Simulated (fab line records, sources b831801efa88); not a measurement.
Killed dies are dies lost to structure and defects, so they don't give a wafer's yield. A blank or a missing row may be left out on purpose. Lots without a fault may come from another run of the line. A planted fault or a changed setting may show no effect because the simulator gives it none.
Chamber matching | flow sky130 | SKY_VIA4_HDPCVD_00 on hdpcvd-02: 3 sister chambers
The step deposits SiO2, target thk 1750 nm, time 291.7 s. 6 wafers are shown with their chamber, then 7 later ones without.

WAFERS WITH THEIR CHAMBER
wafer  | chamber | sih4_flow_sccm (sccm)
L370.3 | 0       | 59.70
L370.4 | 0       | 59.79
L380.3 | 1       | 60.04
L380.4 | 1       | 59.88
L381.2 | 2       | 60.14
L381.5 | 2       | 60.20

WAFERS WITHOUT THEIR CHAMBER
wafer  | sih4_flow_sccm (sccm)
L381.6 | 60.05
L385.1 | 59.96
L385.2 | 59.99
L385.6 | 60.08
L390.1 | 59.62
L390.3 | 60.33
L390.6 | 60.22

WHICH CHAMBER EACH WENT THROUGH
wafer  | from the rows above     | in truth
L381.6 | can't be placed: 1 or 2 | 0
L385.1 | 1                       | 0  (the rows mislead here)
L385.2 | can't be placed: 1 or 2 | 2
L385.6 | can't be placed: 2 or 1 | 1
L390.1 | 0                       | 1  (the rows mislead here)
L390.3 | 2                       | 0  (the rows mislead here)
L390.6 | 2                       | 2
Placed correctly: 1 of 7. Can't be placed from these rows: 3 (the true chamber is among the candidates in 2). Placed wrongly: 3.
How it was worked out, from the rows above alone: a wafer's distance from a chamber is the root of the sum, over the readings, of the square of ((its reading less the chamber's mean) divided by the reading's scatter). The wafer belongs to the nearest chamber; if the next one is less than 2 further off, it can't be placed. A chamber's mean is the mean of its shown wafers. The scatter: the root of (the sum of the squares of (reading less its chamber's mean) over the shown wafers, divided by (wafers less chambers)).
